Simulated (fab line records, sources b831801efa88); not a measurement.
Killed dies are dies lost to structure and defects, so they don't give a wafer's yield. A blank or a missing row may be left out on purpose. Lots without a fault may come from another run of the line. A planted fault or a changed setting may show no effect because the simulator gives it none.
A struck lot beside a sound one | flow sky130 | 21 steps out of a route of 708
Sound: wafers L449.2, L449.5, L449.6. Struck: wafers L455.1, L455.3, L455.6. The cause comes at the end.
At each step with rows: each side's tool, then ch and its chambers, then its first start. Under that, the readings that differ: sound wafers | struck wafers | difference of the means | sigmas: that difference in standard deviations of wafers without a fault.
alike: readings whose means differ by less than 2 such deviations, and words and numbers that are the same on both sides. not compared: withheld readings, readings that some wafer has no value for, bounds like >300 that may hide the same value, and numbers for which the record gives no deviation and whose values overlap.
The two part at a step that has a row with sigmas, a row that says differs or no value, or rows on one side only. Numbers that don't overlap but have no deviation are shown without sigmas and don't part them. A reading that every wafer of one side lacks parts them only if that side has two wafers or more.

first, 1 step without rows for these wafers: SKY_RES_XHIGH_IMPLANT_07.
SKY_RES_XHIGH_STRIP_08: strips in O2/N2.
  sound on plasma_asher-02 ch 0,1, day 30 15:33; struck on plasma_asher-04 ch 0,1, day 33 07:33
  alike: drypump_motor_current_A, oes_product_au, strip_time_to_endpoint_s
  not compared: rf_hours_counter_h
SKY_RES_XHIGH_TW_MEAS_09:
  sound on film_metro-01, day 30 15:40; struck on film_metro-02, day 33 07:39
  alike: RES_XHIGH_TW
then, 7 steps without rows for these wafers: SKY_SD_N_DEHYDRATE_00 (time 60 s); SKY_SD_N_HMDS_01 (prime time 60 s); SKY_SD_N_COAT_02 (resist thk 1140 nm); SKY_SD_N_SOFTBAKE_03 (time 60 s); SKY_SD_N_EXPOSE_04 (exposes mask NSDM, target cd 380 nm); SKY_SD_N_PEB_05; SKY_SD_N_DEVELOP_06 (develop time 60 s).
SKY_SD_N_CD_MEAS_07: target cd 380 nm.
  sound on cd_sem-01, day 31 18:37; struck on cd_sem-02, day 34 10:16
  reading    | sound             | struck            | difference | sigmas
  cd_nm (nm) | 376.9 375.9 377.2 | 382.5 383.1 381.3 | +5.6       | +2
SKY_SD_N_OVL_MEAS_08:
  sound on overlay-01, day 31 18:43; struck on overlay-02, day 34 10:23
  reading       | sound          | struck       | difference | sigmas
  SD_N_OVL (nm) | -1.2 -3.6 -4.5 | 0.7 0.2 -0.5 | +3.2       | +2
SKY_SD_N_IMPLANT_09:
  sound on implanter-01 ch 0, day 31 18:46; struck on implanter-01 ch 0, day 34 10:25
  reading                          | sound                      | struck                     | difference | sigmas
  end_station_pressure_torr (Torr) | 1.26e-05 1.22e-05 1.25e-05 | 6.29e-05 5.27e-05 5.39e-05 | +4.41e-05  | +28
then, 1 step without rows for these wafers: SKY_SD_N_IMPLANT_10.
SKY_SD_N_STRIP_11: strips in O2/N2.
  sound on plasma_asher-01 ch 0,1, day 31 19:02; struck on plasma_asher-04 ch 0,1, day 34 10:43
  reading                      | sound             | struck            | difference | sigmas
  strip_time_to_endpoint_s (s) | 22.57 22.51 22.50 | 23.18 23.22 23.19 | +0.67      | +15
  alike: drypump_motor_current_A, oes_product_au
  not compared: rf_hours_counter_h
SKY_SD_N_TW_MEAS_12:
  sound on film_metro-01, day 31 19:09; struck on film_metro-01, day 34 10:49
  alike: SD_N_TW
then, 1 step without rows for these wafers: SKY_SD_N_CLEAN_13 (cleans in SC1/SC2, time 150 s).
SKY_SD_N_RTA_14: time 2 s.
  sound on rtp_anneal-02 ch 0, day 31 19:16; struck on rtp_anneal-01 ch 0, day 34 10:56
  alike: lamp_power_pct, wafer_temp_C_max
SKY_SD_N_RS_MEAS_16: measures by four-point-probe.
  sound on film_metro-02, day 31 19:27; struck on film_metro-02, day 34 11:06
  reading          | sound             | struck            | difference | sigmas
  SD_N_RS (ohm/sq) | 68.41 68.55 68.45 | 67.24 67.25 67.00 | -1.31      | -10
SKY_SD_N_RS_MEAS_17: measures by four-point-probe.
  sound on film_metro-02, day 31 19:34; struck on film_metro-02, day 34 11:13
  alike: SD_P_RS
-- the record jumps here: 16 days lie between the struck wafers' starts before and after (it left off in module SD_N and takes up again in module PAD_OPEN, whose first step shown is number 708 of the route) --
SKY_PAD_OPEN_PROBE_99:
  sound on prober-02, day 48 13:40; struck on prober-01, day 50 09:59
  reading                            | sound             | struck            | difference | sigmas
  model.etest.res_ndiff.line_ohm_um  | 737.6 746.2 738.8 | 734.9 727.2 730.2 | -10.1      |
  model.etest.res_ndiff_hv.rs_ohm_sq | 112.7 111.7 112.2 | 111.1 110.6 109.6 | -1.8       |
  model.etest.res_ndiff.rs_ohm_sq    | 118 118.7 117.5   | 115.8 116.3 116.3 | -1.9       |
  alike: killed_at_M0_to_M3, killed_at_M4_up, killed_at_contacts, killed_at_front_end, killed_at_other, killed_dies, killed_open, killed_short
  not compared: model.etest.licon_ndiff.rc_ohm

WHERE THEY PART
First at SKY_SD_N_CD_MEAS_07; last, within this record, at SKY_SD_N_RS_MEAS_16. Later steps at which nothing parts them and some readings are alike: SKY_SD_N_RS_MEAS_17, SKY_PAD_OPEN_PROBE_99.

WHY: what the simulator had put in
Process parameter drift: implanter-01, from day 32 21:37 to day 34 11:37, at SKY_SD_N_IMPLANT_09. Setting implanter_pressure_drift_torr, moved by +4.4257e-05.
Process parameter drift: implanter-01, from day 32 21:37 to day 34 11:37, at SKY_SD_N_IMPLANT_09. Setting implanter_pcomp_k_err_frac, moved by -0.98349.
